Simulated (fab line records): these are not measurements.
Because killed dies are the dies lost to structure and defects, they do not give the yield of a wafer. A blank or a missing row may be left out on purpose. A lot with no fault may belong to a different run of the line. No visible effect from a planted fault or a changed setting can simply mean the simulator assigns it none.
Comparing a struck lot with a sound one + flow sky130 + 15 out of 708 route steps
Sound: these wafers, L515.2, L515.3, L515.6. Wafers struck: L528.1, L528.4, L528.6. The cause comes at the end.
Order at every step that has rows: each side's tool, ch and its chambers, its first start. Under that, the readings that differ: sound wafers + struck wafers + difference of the means + sigmas: that difference in standard deviations of wafers without a fault.
alike: readings with means less than 2 such deviations apart, plus words and numbers identical on both sides. not compared: withheld readings, readings lacking a value on some wafer, bounds such as >300 that could conceal the same value, and numbers that have no deviation in the record and whose values overlap.
A row with sigmas, a row that says differs or no value, or rows on one side alone: a step with any of these is where the two part. Non-overlapping numbers with no deviation appear without sigmas and do not part them. Lack of a reading on every wafer of one side parts them only where that side has two or more wafers.

SKY_VIA3_CMP_02: polishes SiO2.
  sound on cmp-02 ch 0,1,3, day 40 05:59; struck on cmp-01 ch 1,2,3, day 44 08:42
  alike: motor_current_A
SKY_VIA3_BOW_MEAS_03:
  sound on film_metro-01 at day 40 06:13; struck on film_metro-02 at day 44 08:57
  alike: VIA3_BOW
then, 8 steps without rows for these wafers: SKY_VIA3_DEHYDRATE_04 (time 60 s); SKY_VIA3_HMDS_05 (prime time 60 s); SKY_VIA3_COAT_06 (resist thk 60 nm); SKY_VIA3_COAT_07 (resist thk 450 nm); SKY_VIA3_SOFTBAKE_08 (time 90 s); SKY_VIA3_EXPOSE_09 (exposes mask VIM3, target cd 200 nm); SKY_VIA3_PEB_10; SKY_VIA3_DEVELOP_11 (develop time 60 s).
SKY_VIA3_CD_MEAS_12 targets a cd of 200 nm.
  sound on cd_sem-02 at day 41 07:07; struck on cd_sem-02 at day 45 07:11
| reading    | sound             | struck            | difference | sigmas |
|------------|-------------------|-------------------|------------|--------|
| cd_nm (nm) | 198.8 198.0 198.7 | 202.2 200.7 202.5 | +3.3       | +3     |
SKY_VIA3_OVL_MEAS_13:
  sound on overlay-02 at day 41 07:13; struck on overlay-01 at day 45 07:19
  alike: VIA3_OVL
SKY_VIA3_ETCH_14: etches BARC in N2/H2, stops on SiO2, time 45.9 s, target depth 60 nm.
  sound on rie_diel-04 ch 1,2,3, day 41 07:15; struck on rie_diel-01 ch 0,1,2, day 45 07:21
| reading                     | sound             | struck         | difference | sigmas |
|-----------------------------|-------------------|----------------|------------|--------|
| bias_w (W)                  | 100.1 100.0 100.7 | 94.4 94.7 94.5 | -5.7       | -18    |
| drypump_motor_current_A (A) | 6.2 6.1 5.9       | 5.0 5.4 5.1    | -0.9       | -2     |
  alike: oes_product_au, throttle_valve_pct
  not compared: rf_hours_counter_h
SKY_VIA3_ETCH_15: etches SiO2 in C4F8/O2/Ar, stops on TiN, target depth 507 nm, time 78 s.
  sound on rie_diel-04 ch 1,2,3, day 41 07:17; struck on rie_diel-01 ch 0,1,2, day 45 07:23
  alike: bias_w, oes_product_au
  not compared: rf_hours_counter_h
-- the record jumps here: 5 days lie between the struck wafers' starts before and after (it left off in module VIA3 and takes up again in module PAD_OPEN, whose first step shown is number 708 of the route) --
SKY_PAD_OPEN_PROBE_99:
  rows exist in the record for the struck wafers here (prober-02, day 50 11:12), but not for the sound ones

== WHERE THEY PART ==
Last at SKY_PAD_OPEN_PROBE_99 as far as this record goes, first at SKY_VIA3_CD_MEAS_12.

WHY: what had been put in by the simulator
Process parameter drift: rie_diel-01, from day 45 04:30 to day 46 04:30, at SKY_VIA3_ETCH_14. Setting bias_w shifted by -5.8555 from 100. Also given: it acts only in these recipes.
